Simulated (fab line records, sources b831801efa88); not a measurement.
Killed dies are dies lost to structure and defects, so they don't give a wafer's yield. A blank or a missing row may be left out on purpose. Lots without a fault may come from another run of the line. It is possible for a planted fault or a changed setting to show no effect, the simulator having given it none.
fab line records -- flow gf180mcu
record lots=24, wafers=72, last_day=34
route steps=602 shown M1@319 M2@366 V3@430 M4@457 TOP_METAL@568
lots that met no fault: taken from a fault-free run of the same line
start_h: hours from the record's first day to the start of the lot's first wafer shown -- wait_h: hours since the lot's step before -- " unchanged from the row above -- L1.1+2: several wafers, shown together as one row -- - no value, or no start given -- * or withheld: withheld -- < > ~ a bound
route shown NAME@n: NAME is a module with steps in the file, n the number in the route of the first one -- usual: the fault-free wafers' mean and standard deviation -- same: alike in all rows -- chamber/n: place in a boat -- sites: the reading at each site -- _std_site: standard deviation across them -- _edge_site: outer sites' mean less inner sites' -- radius_mm: how far each site lies from the wafer's centre -- mask NAME#n: copy n -- behind: the tool/chamber that last shaped the wafer -- hold: reason for holding the lot/hours on hold/outcome of the hold -- device: the n, p or np transistor that did not switch -- end of line: tests of these same wafers at the route's end -- a step with no rows: only its recipe -- killed: dies that structure and defects cost at the first sort, which is not the same as the wafer's yield -- map: a wafer's dies, marking killed ones x, the rest . and places with no die _
set.NAME: the run value of the setting; set.NAME@STEP: its run value at that earlier step -- model.NAME: the simulator's own value behind a step, which no gauge read
the route's steps for a sample of lots (tables are steps, rows are wafers)
services: from which hour (start_h, from the record's first day; less than 0 if before it) a tool's chamber was out of use, for how many hours, and why
## steps
# step GF_M1_SPUTTER_04
# recipe material=TiN, target_thk_nm=50, power_w=6500, time_s=41.7, chamber_pressure_pa=0.4
# usual throttle_valve_pct=30.2/0.79
lot.wafer,tool,chamber,start_h,wait_h,throttle_valve_pct
L074.1,pvd_sputter-01,-,356.45,0.0,30.3
L074.2,pvd_sputter-01,-,356.45,0.0,29.4
L074.4,pvd_sputter-01,-,356.45,0.0,29.8
L075.2,pvd_sputter-01,-,367.16,0.0,29.9
L075.5,pvd_sputter-01,-,367.16,0.0,29.9
L075.6,pvd_sputter-01,-,367.16,0.0,30.2
L076.1,pvd_sputter-04,-,378.96,0.0,29.8
L076.3,pvd_sputter-04,-,378.96,0.0,30.1
L076.4,pvd_sputter-04,-,378.96,0.0,31.4
L077.2,pvd_sputter-01,-,386.30,0.0,29.8
L077.5,pvd_sputter-01,-,386.30,0.0,29.9
L077.6,pvd_sputter-01,-,386.30,0.0,29.3
L078.1,pvd_sputter-04,-,396.05,0.0,31.3
L078.3,pvd_sputter-04,-,396.05,0.0,29.5
L078.6,pvd_sputter-04,-,396.05,0.0,31.1
L079.1,pvd_sputter-01,-,411.29,0.0,29.8
L079.2,pvd_sputter-01,-,411.29,0.0,29.9
L079.5,pvd_sputter-01,-,411.29,0.0,30.2
L080.2,pvd_sputter-04,-,422.00,0.0,31.2
L080.4,pvd_sputter-04,-,422.00,0.0,32.1
L080.6,pvd_sputter-04,-,422.00,0.0,29.9
L081.2,pvd_sputter-01,-,429.23,0.0,30.1
L081.4,pvd_sputter-01,-,429.23,0.0,30.7
L081.6,pvd_sputter-01,-,429.23,0.0,29.1
L082.2,pvd_sputter-04,-,435.61,0.0,31.1
L082.5,pvd_sputter-04,-,435.61,0.0,31.4
L082.6,pvd_sputter-04,-,435.61,0.0,32.1
L083.3,pvd_sputter-04,-,443.15,0.0,31.4
L083.4,pvd_sputter-04,-,443.15,0.0,31.9
L083.6,pvd_sputter-04,-,443.15,0.0,31.0
L084.1,pvd_sputter-01,-,448.28,0.0,29.3
L084.5,pvd_sputter-01,-,448.28,0.0,29.4
L084.6,pvd_sputter-01,-,448.28,0.0,29.9
L085.2,pvd_sputter-01,-,464.90,0.0,29.6
L085.3,pvd_sputter-01,-,464.90,0.0,29.9
L085.5,pvd_sputter-01,-,464.90,0.0,30.5
L086.3,pvd_sputter-04,-,468.79,0.0,31.1
L086.4,pvd_sputter-04,-,468.79,0.0,30.3
L086.5,pvd_sputter-04,-,468.79,0.0,29.7
L087.1,pvd_sputter-01,-,479.69,0.0,30.0
L087.3,pvd_sputter-01,-,479.69,0.0,29.7
L087.5,pvd_sputter-01,-,479.69,0.0,29.9
L088.1,pvd_sputter-02,-,487.24,0.0,29.7
L088.2,pvd_sputter-02,-,487.24,0.0,30.6
L088.6,pvd_sputter-02,-,487.24,0.0,29.2
L089.2,pvd_sputter-04,-,497.33,0.0,32.1
L089.4,pvd_sputter-04,-,497.33,0.0,31.3
L089.6,pvd_sputter-04,-,497.33,0.0,30.3
L090.2,pvd_sputter-02,-,501.10,0.0,29.3
L090.5,pvd_sputter-02,-,501.10,0.0,29.6
L090.6,pvd_sputter-02,-,501.10,0.0,30.8
L091.3,pvd_sputter-01,-,513.14,0.0,30.2
L091.4,pvd_sputter-01,-,513.14,0.0,29.9
L091.6,pvd_sputter-01,-,513.14,0.0,30.0
L092.2,pvd_sputter-02,-,527.89,0.0,29.0
L092.3,pvd_sputter-02,-,527.89,0.0,30.7
L092.5,pvd_sputter-02,-,527.89,0.0,29.2
L093.1,pvd_sputter-01,-,533.01,0.0,30.4
L093.3,pvd_sputter-01,-,533.01,0.0,30.0
L093.4,pvd_sputter-01,-,533.01,0.0,29.4
L094.2,pvd_sputter-02,-,533.27,0.0,29.4
L094.3,pvd_sputter-02,-,533.27,0.0,30.6
L094.4,pvd_sputter-02,-,533.27,0.0,29.3
L095.2,pvd_sputter-04,-,547.02,0.0,31.4
L095.3,pvd_sputter-04,-,547.02,0.0,30.3
L095.5,pvd_sputter-04,-,547.02,0.0,31.7
L096.2,pvd_sputter-01,-,554.26,0.0,29.9
L096.5,pvd_sputter-01,-,554.26,0.0,30.0
L096.6,pvd_sputter-01,-,554.26,0.0,29.4
L097.1,pvd_sputter-02,-,563.39,0.0,29.1
L097.2,pvd_sputter-02,-,563.39,0.0,28.9
L097.6,pvd_sputter-02,-,563.39,0.0,29.3
# step GF_M2_SPUTTER_04
# recipe material=TiN, target_thk_nm=50, power_w=6500, time_s=41.7, chamber_pressure_pa=0.4
# usual throttle_valve_pct=30.2/0.78
lot.wafer,tool,chamber,start_h,wait_h,throttle_valve_pct
L074.1,pvd_sputter-03,-,404.46,0.0,29.6
L074.2,pvd_sputter-03,-,404.46,0.0,29.5
L074.4,pvd_sputter-03,-,404.46,0.0,30.9
L075.2,pvd_sputter-04,-,414.82,0.0,29.8
L075.5,pvd_sputter-04,-,414.82,0.0,30.2
L075.6,pvd_sputter-04,-,414.82,0.0,29.5
L076.1,pvd_sputter-04,-,427.35,0.0,30.2
L076.3,pvd_sputter-04,-,427.35,0.0,31.6
L076.4,pvd_sputter-04,-,427.35,0.0,31.9
L077.2,pvd_sputter-01,-,435.20,0.0,30.0
L077.5,pvd_sputter-01,-,435.20,0.0,29.5
L077.6,pvd_sputter-01,-,435.20,0.0,29.9
L078.1,pvd_sputter-01,-,445.50,0.0,29.2
L078.3,pvd_sputter-01,-,445.50,0.0,29.9
L078.6,pvd_sputter-01,-,445.50,0.0,29.3
L079.1,pvd_sputter-04,-,462.75,0.0,31.4
L079.2,pvd_sputter-04,-,462.75,0.0,29.8
L079.5,pvd_sputter-04,-,462.75,0.0,32.0
L080.2,pvd_sputter-01,-,472.50,0.0,29.3
L080.4,pvd_sputter-01,-,472.50,0.0,30.4
L080.6,pvd_sputter-01,-,472.50,0.0,29.7
L081.2,pvd_sputter-04,-,480.19,0.0,30.4
L081.4,pvd_sputter-04,-,480.19,0.0,32.0
L081.6,pvd_sputter-04,-,480.19,0.0,29.9
L082.2,pvd_sputter-03,-,486.94,0.0,28.2
L082.5,pvd_sputter-03,-,486.94,0.0,30.4
L082.6,pvd_sputter-03,-,486.94,0.0,29.3
L083.3,pvd_sputter-01,-,493.92,0.0,30.5
L083.4,pvd_sputter-01,-,493.92,0.0,30.0
L083.6,pvd_sputter-01,-,493.92,0.0,29.7
L084.1,pvd_sputter-01,-,499.49,0.0,29.7
L084.5,pvd_sputter-01,-,499.49,0.0,30.3
L084.6,pvd_sputter-01,-,499.49,0.0,29.6
L085.2,pvd_sputter-01,-,516.59,0.0,29.4
L085.3,pvd_sputter-01,-,516.59,0.0,30.4
L085.5,pvd_sputter-01,-,516.59,0.0,29.2
L086.3,pvd_sputter-01,-,519.45,0.0,29.7
L086.4,pvd_sputter-01,-,519.45,0.0,30.6
L086.5,pvd_sputter-01,-,519.45,0.0,30.6
L087.1,pvd_sputter-01,-,530.31,0.0,30.1
L087.3,pvd_sputter-01,-,530.31,0.0,30.6
L087.5,pvd_sputter-01,-,530.31,0.0,29.9
L088.1,pvd_sputter-04,-,538.91,0.0,29.7
L088.2,pvd_sputter-04,-,538.91,0.0,31.0
L088.6,pvd_sputter-04,-,538.91,0.0,31.5
L089.2,pvd_sputter-01,-,547.41,0.0,30.0
L089.4,pvd_sputter-01,-,547.41,0.0,29.3
L089.6,pvd_sputter-01,-,547.41,0.0,30.4
L090.2,pvd_sputter-04,-,550.99,0.0,30.3
L090.5,pvd_sputter-04,-,550.99,0.0,31.2
L090.6,pvd_sputter-04,-,550.99,0.0,30.0
L091.3,pvd_sputter-01,-,562.85,0.0,30.1
L091.4,pvd_sputter-01,-,562.85,0.0,30.0
L091.6,pvd_sputter-01,-,562.85,0.0,29.8
L092.2,pvd_sputter-01,-,580.46,0.0,30.5
L092.3,pvd_sputter-01,-,580.46,0.0,29.9
L092.5,pvd_sputter-01,-,580.46,0.0,29.9
L093.1,pvd_sputter-01,-,582.57,0.0,30.2
L093.3,pvd_sputter-01,-,582.57,0.0,30.2
L093.4,pvd_sputter-01,-,582.57,0.0,29.6
L094.2,pvd_sputter-04,-,583.47,0.0,31.2
L094.3,pvd_sputter-04,-,583.47,0.0,29.5
L094.4,pvd_sputter-04,-,583.47,0.0,31.9
L095.2,pvd_sputter-04,-,593.51,0.0,29.8
L095.3,pvd_sputter-04,-,593.51,0.0,31.1
L095.5,pvd_sputter-04,-,593.51,0.0,31.4
L096.2,pvd_sputter-01,-,603.11,0.0,30.4
L096.5,pvd_sputter-01,-,603.11,0.0,30.3
L096.6,pvd_sputter-01,-,603.11,0.0,30.2
L097.1,pvd_sputter-01,-,607.75,0.0,29.3
L097.2,pvd_sputter-01,-,607.75,0.0,30.0
L097.6,pvd_sputter-01,-,607.75,0.0,29.8
# step GF_V3_THK_MEAS_01
# recipe reads=SiO2_of_V3_CVD_00
# usual V3_CVD_00_THK=599/6.4
lot.wafer,tool,chamber,start_h,wait_h,V3_CVD_00_THK[nm]
L074.1,film_metro-01,-,479.53,0.0,591
L074.2,film_metro-01,-,479.53,0.0,598
L074.4,film_metro-01,-,479.53,0.0,596
L075.2,film_metro-02,-,491.78,0.0,593
L075.5,film_metro-02,-,491.78,0.0,596
L075.6,film_metro-02,-,491.78,0.0,609
L076.1,film_metro-02,-,503.36,0.0,592
L076.3,film_metro-02,-,503.36,0.0,598
L076.4,film_metro-02,-,503.36,0.0,597
L077.2,film_metro-03,-,511.63,0.0,604
L077.5,film_metro-03,-,511.63,0.0,606
L077.6,film_metro-03,-,511.63,0.0,598
L078.1,film_metro-01,-,520.79,0.0,598
L078.3,film_metro-01,-,520.79,0.0,608
L078.6,film_metro-01,-,520.79,0.0,597
L079.1,film_metro-01,-,539.37,0.0,598
L079.2,film_metro-01,-,539.37,0.0,600
L079.5,film_metro-01,-,539.37,0.0,598
L080.2,film_metro-03,-,547.77,0.0,589
L080.4,film_metro-03,-,547.77,0.0,596
L080.6,film_metro-03,-,547.77,0.0,606
L081.2,film_metro-02,-,555.25,0.0,599
L081.4,film_metro-02,-,555.25,0.0,602
L081.6,film_metro-02,-,555.25,0.0,601
L082.2,film_metro-02,-,561.17,0.0,598
L082.5,film_metro-02,-,561.17,0.0,595
L082.6,film_metro-02,-,561.17,0.0,600
L083.3,film_metro-02,-,567.40,0.1,598
L083.4,film_metro-02,-,567.40,0.1,596
L083.6,film_metro-02,-,567.40,0.1,588
L084.1,film_metro-01,-,573.58,0.0,612
L084.5,film_metro-01,-,573.58,0.0,604
L084.6,film_metro-01,-,573.58,0.0,615
L085.2,film_metro-03,-,587.54,0.0,606
L085.3,film_metro-03,-,587.54,0.0,604
L085.5,film_metro-03,-,587.54,0.0,603
L086.3,film_metro-03,-,590.55,0.1,589
L086.4,film_metro-03,-,590.55,0.1,590
L086.5,film_metro-03,-,590.55,0.1,590
L087.1,film_metro-01,-,603.23,0.0,600
L087.3,film_metro-01,-,603.23,0.0,599
L087.5,film_metro-01,-,603.23,0.0,590
L088.1,film_metro-01,-,607.61,0.0,599
L088.2,film_metro-01,-,607.61,0.0,594
L088.6,film_metro-01,-,607.61,0.0,597
L089.2,film_metro-03,-,616.71,0.0,603
L089.4,film_metro-03,-,616.71,0.0,605
L089.6,film_metro-03,-,616.71,0.0,601
L090.2,film_metro-03,-,623.38,0.0,597
L090.5,film_metro-03,-,623.38,0.0,584
L090.6,film_metro-03,-,623.38,0.0,591
L091.3,film_metro-03,-,630.06,0.1,597
L091.4,film_metro-03,-,630.06,0.1,594
L091.6,film_metro-03,-,630.06,0.1,606
L092.2,film_metro-03,-,646.02,0.0,592
L092.3,film_metro-03,-,646.02,0.0,599
L092.5,film_metro-03,-,646.02,0.0,597
L093.1,film_metro-02,-,647.74,0.0,596
L093.3,film_metro-02,-,647.74,0.0,596
L093.4,film_metro-02,-,647.74,0.0,595
L094.2,film_metro-03,-,649.37,0.0,594
L094.3,film_metro-03,-,649.37,0.0,596
L094.4,film_metro-03,-,649.37,0.0,594
L095.2,film_metro-02,-,657.75,0.0,591
L095.3,film_metro-02,-,657.75,0.0,605
L095.5,film_metro-02,-,657.75,0.0,598
L096.2,film_metro-03,-,666.90,0.0,606
L096.5,film_metro-03,-,666.90,0.0,609
L096.6,film_metro-03,-,666.90,0.0,610
L097.1,film_metro-02,-,672.42,0.0,592
L097.2,film_metro-02,-,672.42,0.0,601
L097.6,film_metro-02,-,672.42,0.0,600
# step GF_M4_SPUTTER_01
# recipe material=TiN, target_thk_nm=30, power_w=6500, time_s=25, chamber_pressure_pa=0.4
# usual throttle_valve_pct=30.2/0.98
lot.wafer,tool,chamber,start_h,wait_h,throttle_valve_pct
L074.1,pvd_sputter-04,-,505.88,0.1,30.4
L074.2,pvd_sputter-04,-,505.88,0.1,31.8
L074.4,pvd_sputter-04,-,505.88,0.1,31.3
L075.2,pvd_sputter-01,-,518.12,0.1,29.6
L075.5,pvd_sputter-01,-,518.12,0.1,30.5
L075.6,pvd_sputter-01,-,518.12,0.1,29.8
L076.1,pvd_sputter-04,-,529.82,0.1,30.0
L076.3,pvd_sputter-04,-,529.82,0.1,32.1
L076.4,pvd_sputter-04,-,529.82,0.1,31.3
L077.2,pvd_sputter-04,-,536.97,0.1,31.9
L077.5,pvd_sputter-04,-,536.97,0.1,31.3
L077.6,pvd_sputter-04,-,536.97,0.1,29.6
L078.1,pvd_sputter-04,-,545.48,0.1,31.3
L078.3,pvd_sputter-04,-,545.48,0.1,29.6
L078.6,pvd_sputter-04,-,545.48,0.1,32.1
L079.1,pvd_sputter-04,-,564.48,0.1,31.3
L079.2,pvd_sputter-04,-,564.48,0.1,32.0
L079.5,pvd_sputter-04,-,564.48,0.1,31.7
L080.2,pvd_sputter-01,-,578.88,0.1,29.4
L080.4,pvd_sputter-01,-,578.88,0.1,29.8
L080.6,pvd_sputter-01,-,578.88,0.1,30.1
L081.2,pvd_sputter-04,-,581.59,0.1,31.2
L081.4,pvd_sputter-04,-,581.59,0.1,31.9
L081.6,pvd_sputter-04,-,581.59,0.1,29.7
L082.2,pvd_sputter-03,-,585.39,0.1,28.5
L082.5,pvd_sputter-03,-,585.39,0.1,29.7
L082.6,pvd_sputter-03,-,585.39,0.1,28.1
L083.3,pvd_sputter-03,-,589.72,0.1,30.6
L083.4,pvd_sputter-03,-,589.72,0.1,29.8
L083.6,pvd_sputter-03,-,589.72,0.1,28.2
L084.1,pvd_sputter-01,-,601.47,0.1,29.6
L084.5,pvd_sputter-01,-,601.47,0.1,29.7
L084.6,pvd_sputter-01,-,601.47,0.1,30.2
L085.2,pvd_sputter-03,-,610.82,0.1,29.8
L085.3,pvd_sputter-03,-,610.82,0.1,29.3
L085.5,pvd_sputter-03,-,610.82,0.1,29.3
L086.3,pvd_sputter-04,-,613.67,0.1,29.7
L086.4,pvd_sputter-04,-,613.67,0.1,31.9
L086.5,pvd_sputter-04,-,613.67,0.1,31.3
L087.1,pvd_sputter-04,-,626.58,0.1,32.0
L087.3,pvd_sputter-04,-,626.58,0.1,31.2
L087.5,pvd_sputter-04,-,626.58,0.1,30.2
L088.1,pvd_sputter-04,-,630.43,0.1,31.4
L088.2,pvd_sputter-04,-,630.43,0.1,32.1
L088.6,pvd_sputter-04,-,630.43,0.1,31.9
L089.2,pvd_sputter-04,-,638.90,0.1,30.1
L089.4,pvd_sputter-04,-,638.90,0.1,31.2
L089.6,pvd_sputter-04,-,638.90,0.1,30.2
L090.2,pvd_sputter-04,-,645.14,0.1,31.8
L090.5,pvd_sputter-04,-,645.14,0.1,30.0
L090.6,pvd_sputter-04,-,645.14,0.1,30.3
L091.3,pvd_sputter-01,-,652.07,0.1,29.8
L091.4,pvd_sputter-01,-,652.07,0.1,30.0
L091.6,pvd_sputter-01,-,652.07,0.1,29.5
L092.2,pvd_sputter-01,-,667.78,0.1,29.9
L092.3,pvd_sputter-01,-,667.78,0.1,30.6
L092.5,pvd_sputter-01,-,667.78,0.1,30.4
L093.1,pvd_sputter-01,-,669.03,0.1,29.8
L093.3,pvd_sputter-01,-,669.03,0.1,30.0
L093.4,pvd_sputter-01,-,669.03,0.1,29.5
L094.2,pvd_sputter-01,-,671.45,0.1,30.3
L094.3,pvd_sputter-01,-,671.45,0.1,29.7
L094.4,pvd_sputter-01,-,671.45,0.1,29.2
L095.2,pvd_sputter-04,-,678.95,0.1,30.1
L095.3,pvd_sputter-04,-,678.95,0.1,31.8
L095.5,pvd_sputter-04,-,678.95,0.1,29.6
L096.2,pvd_sputter-03,-,687.43,0.1,29.2
L096.5,pvd_sputter-03,-,687.43,0.1,30.5
L096.6,pvd_sputter-03,-,687.43,0.1,29.5
L097.1,pvd_sputter-03,-,693.79,0.1,28.2
L097.2,pvd_sputter-03,-,693.79,0.1,29.5
L097.6,pvd_sputter-03,-,693.79,0.1,28.3
# step GF_TOP_METAL_SPUTTER_01
# recipe material=TiN, target_thk_nm=30, power_w=6500, time_s=25, chamber_pressure_pa=0.4
# usual throttle_valve_pct=30.0/0.89
lot.wafer,tool,chamber,start_h,wait_h,throttle_valve_pct
L074.1,pvd_sputter-04,-,621.83,0.1,30.2
L074.2,pvd_sputter-04,-,621.83,0.1,30.0
L074.4,pvd_sputter-04,-,621.83,0.1,31.5
L075.2,pvd_sputter-01,-,633.38,0.1,29.9
L075.5,pvd_sputter-01,-,633.38,0.1,29.6
L075.6,pvd_sputter-01,-,633.38,0.1,29.7
L076.1,pvd_sputter-03,-,645.61,0.1,28.2
L076.3,pvd_sputter-03,-,645.61,0.1,30.7
L076.4,pvd_sputter-03,-,645.61,0.1,29.6
L077.2,pvd_sputter-04,-,648.86,0.1,29.7
L077.5,pvd_sputter-04,-,648.86,0.1,30.0
L077.6,pvd_sputter-04,-,648.86,0.1,30.1
L078.1,pvd_sputter-04,-,658.09,0.1,31.2
L078.3,pvd_sputter-04,-,658.09,0.1,29.8
L078.6,pvd_sputter-04,-,658.09,0.1,31.3
L079.1,pvd_sputter-01,-,674.22,0.1,29.3
L079.2,pvd_sputter-01,-,674.22,0.1,29.8
L079.5,pvd_sputter-01,-,674.22,0.1,29.3
L080.2,pvd_sputter-03,-,683.75,0.1,28.9
L080.4,pvd_sputter-03,-,683.75,0.1,28.3
L080.6,pvd_sputter-03,-,683.75,0.1,29.1
L081.2,pvd_sputter-04,-,688.47,0.1,31.1
L081.4,pvd_sputter-04,-,688.47,0.1,31.7
L081.6,pvd_sputter-04,-,688.47,0.1,32.1
L082.2,pvd_sputter-03,-,692.00,0.1,29.2
L082.5,pvd_sputter-03,-,692.00,0.1,30.6
L082.6,pvd_sputter-03,-,692.00,0.1,29.7
L083.3,pvd_sputter-03,-,694.90,0.1,30.7
L083.4,pvd_sputter-03,-,694.90,0.1,28.0
L083.6,pvd_sputter-03,-,694.90,0.1,29.3
L084.1,pvd_sputter-01,-,706.07,0.1,29.7
L084.5,pvd_sputter-01,-,706.07,0.1,30.0
L084.6,pvd_sputter-01,-,706.07,0.1,30.3
L085.2,pvd_sputter-01,-,713.93,0.1,30.5
L085.3,pvd_sputter-01,-,713.93,0.1,29.5
L085.5,pvd_sputter-01,-,713.93,0.1,30.8
L086.3,pvd_sputter-01,-,715.97,0.1,30.7
L086.4,pvd_sputter-01,-,715.97,0.1,29.5
L086.5,pvd_sputter-01,-,715.97,0.1,29.9
L087.1,pvd_sputter-03,-,728.24,0.1,28.1
L087.3,pvd_sputter-03,-,728.24,0.1,30.7
L087.5,pvd_sputter-03,-,728.24,0.1,29.5
L088.1,pvd_sputter-03,-,731.61,0.1,29.4
L088.2,pvd_sputter-03,-,731.61,0.1,29.4
L088.6,pvd_sputter-03,-,731.61,0.1,28.4
L089.2,pvd_sputter-01,-,737.56,0.1,29.8
L089.4,pvd_sputter-01,-,737.56,0.1,30.0
L089.6,pvd_sputter-01,-,737.56,0.1,29.6
L090.2,pvd_sputter-03,-,743.70,0.1,30.5
L090.5,pvd_sputter-03,-,743.70,0.1,29.6
L090.6,pvd_sputter-03,-,743.70,0.1,28.3
L091.3,pvd_sputter-04,-,750.00,0.1,30.2
L091.4,pvd_sputter-04,-,750.00,0.1,31.2
L091.6,pvd_sputter-04,-,750.00,0.1,32.1
L092.2,pvd_sputter-01,-,764.04,0.1,29.9
L092.3,pvd_sputter-01,-,764.04,0.1,30.4
L092.5,pvd_sputter-01,-,764.04,0.1,29.3
L093.1,pvd_sputter-03,-,764.39,0.1,29.5
L093.3,pvd_sputter-03,-,764.39,0.1,29.5
L093.4,pvd_sputter-03,-,764.39,0.1,30.9
L094.2,pvd_sputter-01,-,767.96,0.1,29.5
L094.3,pvd_sputter-01,-,767.96,0.1,30.0
L094.4,pvd_sputter-01,-,767.96,0.1,30.3
L095.2,pvd_sputter-04,-,773.12,0.1,31.9
L095.3,pvd_sputter-04,-,773.12,0.1,29.6
L095.5,pvd_sputter-04,-,773.12,0.1,30.0
L096.2,pvd_sputter-03,-,780.85,0.1,29.5
L096.5,pvd_sputter-03,-,780.85,0.1,30.6
L096.6,pvd_sputter-03,-,780.85,0.1,29.3
L097.1,pvd_sputter-01,-,784.57,0.1,30.3
L097.2,pvd_sputter-01,-,784.57,0.1,30.0
L097.6,pvd_sputter-01,-,784.57,0.1,29.8
# step GF_TOP_METAL_SPUTTER_02
# recipe material=AlCu, target_thk_nm=900, power_w=10600, chamber_pressure_pa=0.3, substrate_temp_c=250, gas=Ar, time_s=47.82
# usual throttle_valve_pct=30.0/0.87
lot.wafer,tool,chamber,start_h,wait_h,throttle_valve_pct
L074.1,pvd_sputter-04,-,621.86,0.0,30.4
L074.2,pvd_sputter-04,-,621.86,0.0,29.7
L074.4,pvd_sputter-04,-,621.86,0.0,31.4
L075.2,pvd_sputter-01,-,633.41,0.0,29.8
L075.5,pvd_sputter-01,-,633.41,0.0,29.2
L075.6,pvd_sputter-01,-,633.41,0.0,30.0
L076.1,pvd_sputter-03,-,645.64,0.0,28.1
L076.3,pvd_sputter-03,-,645.64,0.0,30.6
L076.4,pvd_sputter-03,-,645.64,0.0,29.7
L077.2,pvd_sputter-04,-,648.89,0.0,29.9
L077.5,pvd_sputter-04,-,648.89,0.0,29.9
L077.6,pvd_sputter-04,-,648.89,0.0,29.9
L078.1,pvd_sputter-04,-,658.12,0.0,31.3
L078.3,pvd_sputter-04,-,658.12,0.0,29.6
L078.6,pvd_sputter-04,-,658.12,0.0,31.2
L079.1,pvd_sputter-01,-,674.25,0.0,29.6
L079.2,pvd_sputter-01,-,674.25,0.0,29.9
L079.5,pvd_sputter-01,-,674.25,0.0,29.5
L080.2,pvd_sputter-03,-,683.78,0.0,29.2
L080.4,pvd_sputter-03,-,683.78,0.0,28.4
L080.6,pvd_sputter-03,-,683.78,0.0,29.5
L081.2,pvd_sputter-04,-,688.50,0.0,31.1
L081.4,pvd_sputter-04,-,688.50,0.0,32.1
L081.6,pvd_sputter-04,-,688.50,0.0,32.0
L082.2,pvd_sputter-03,-,692.03,0.0,29.3
L082.5,pvd_sputter-03,-,692.03,0.0,30.3
L082.6,pvd_sputter-03,-,692.03,0.0,29.7
L083.3,pvd_sputter-03,-,694.93,0.0,30.5
L083.4,pvd_sputter-03,-,694.93,0.0,28.3
L083.6,pvd_sputter-03,-,694.93,0.0,29.3
L084.1,pvd_sputter-01,-,706.10,0.0,29.7
L084.5,pvd_sputter-01,-,706.10,0.0,30.0
L084.6,pvd_sputter-01,-,706.10,0.0,30.4
L085.2,pvd_sputter-01,-,713.96,0.0,30.2
L085.3,pvd_sputter-01,-,713.96,0.0,29.8
L085.5,pvd_sputter-01,-,713.96,0.0,30.6
L086.3,pvd_sputter-01,-,716.00,0.0,30.4
L086.4,pvd_sputter-01,-,716.00,0.0,29.5
L086.5,pvd_sputter-01,-,716.00,0.0,29.8
L087.1,pvd_sputter-03,-,728.27,0.0,28.2
L087.3,pvd_sputter-03,-,728.27,0.0,30.6
L087.5,pvd_sputter-03,-,728.27,0.0,29.2
L088.1,pvd_sputter-03,-,731.64,0.0,29.6
L088.2,pvd_sputter-03,-,731.64,0.0,29.5
L088.6,pvd_sputter-03,-,731.64,0.0,28.2
L089.2,pvd_sputter-01,-,737.59,0.0,29.5
L089.4,pvd_sputter-01,-,737.59,0.0,30.0
L089.6,pvd_sputter-01,-,737.59,0.0,29.5
L090.2,pvd_sputter-03,-,743.73,0.0,30.6
L090.5,pvd_sputter-03,-,743.73,0.0,29.6
L090.6,pvd_sputter-03,-,743.73,0.0,28.2
L091.3,pvd_sputter-04,-,750.04,0.0,30.2
L091.4,pvd_sputter-04,-,750.04,0.0,31.2
L091.6,pvd_sputter-04,-,750.04,0.0,32.0
L092.2,pvd_sputter-01,-,764.07,0.0,29.9
L092.3,pvd_sputter-01,-,764.07,0.0,30.5
L092.5,pvd_sputter-01,-,764.07,0.0,29.5
L093.1,pvd_sputter-03,-,764.42,0.0,29.4
L093.3,pvd_sputter-03,-,764.42,0.0,29.6
L093.4,pvd_sputter-03,-,764.42,0.0,30.5
L094.2,pvd_sputter-01,-,767.99,0.0,29.5
L094.3,pvd_sputter-01,-,767.99,0.0,29.9
L094.4,pvd_sputter-01,-,767.99,0.0,30.5
L095.2,pvd_sputter-04,-,773.15,0.0,31.8
L095.3,pvd_sputter-04,-,773.15,0.0,29.9
L095.5,pvd_sputter-04,-,773.15,0.0,29.8
L096.2,pvd_sputter-03,-,780.88,0.0,29.5
L096.5,pvd_sputter-03,-,780.88,0.0,30.5
L096.6,pvd_sputter-03,-,780.88,0.0,29.3
L097.1,pvd_sputter-01,-,784.60,0.0,30.3
L097.2,pvd_sputter-01,-,784.60,0.0,29.8
L097.6,pvd_sputter-01,-,784.60,0.0,30.0
## services
tool,chamber,start_h,hours,kind
pvd_sputter-04,3,431.60,-,consumable_replace:kit
pvd_sputter-04,3,431.60,18.0,scheduled_down
pvd_sputter-04,-,469.08,10.9,repair
pvd_sputter-01,0,473.64,-,consumable_replace:kit
pvd_sputter-01,0,473.64,18.0,scheduled_down
pvd_sputter-01,0,473.64,18.0,vent_cycle
pvd_sputter-04,-,485.98,2.2,repair
pvd_sputter-03,-,490.86,3.0,repair
pvd_sputter-03,-,499.08,2.6,repair
pvd_sputter-01,-,506.24,3.5,repair
pvd_sputter-01,-,540.95,2.3,repair
pvd_sputter-03,-,545.72,1.7,repair
pvd_sputter-01,3,607.79,-,consumable_replace:kit
pvd_sputter-01,3,607.79,18.0,scheduled_down
pvd_sputter-01,3,607.79,18.0,vent_cycle
pvd_sputter-03,-,679.61,1.7,repair
pvd_sputter-03,-,707.85,2.4,repair
pvd_sputter-03,-,709.38,7.9,repair
pvd_sputter-03,-,722.18,0.9,repair
pvd_sputter-01,2,735.07,-,consumable_replace:kit
pvd_sputter-01,2,735.07,18.0,scheduled_down
pvd_sputter-01,2,735.07,18.0,vent_cycle
pvd_sputter-01,-,740.34,11.5,repair
pvd_sputter-01,-,775.38,0.7,repair
## key
fault none
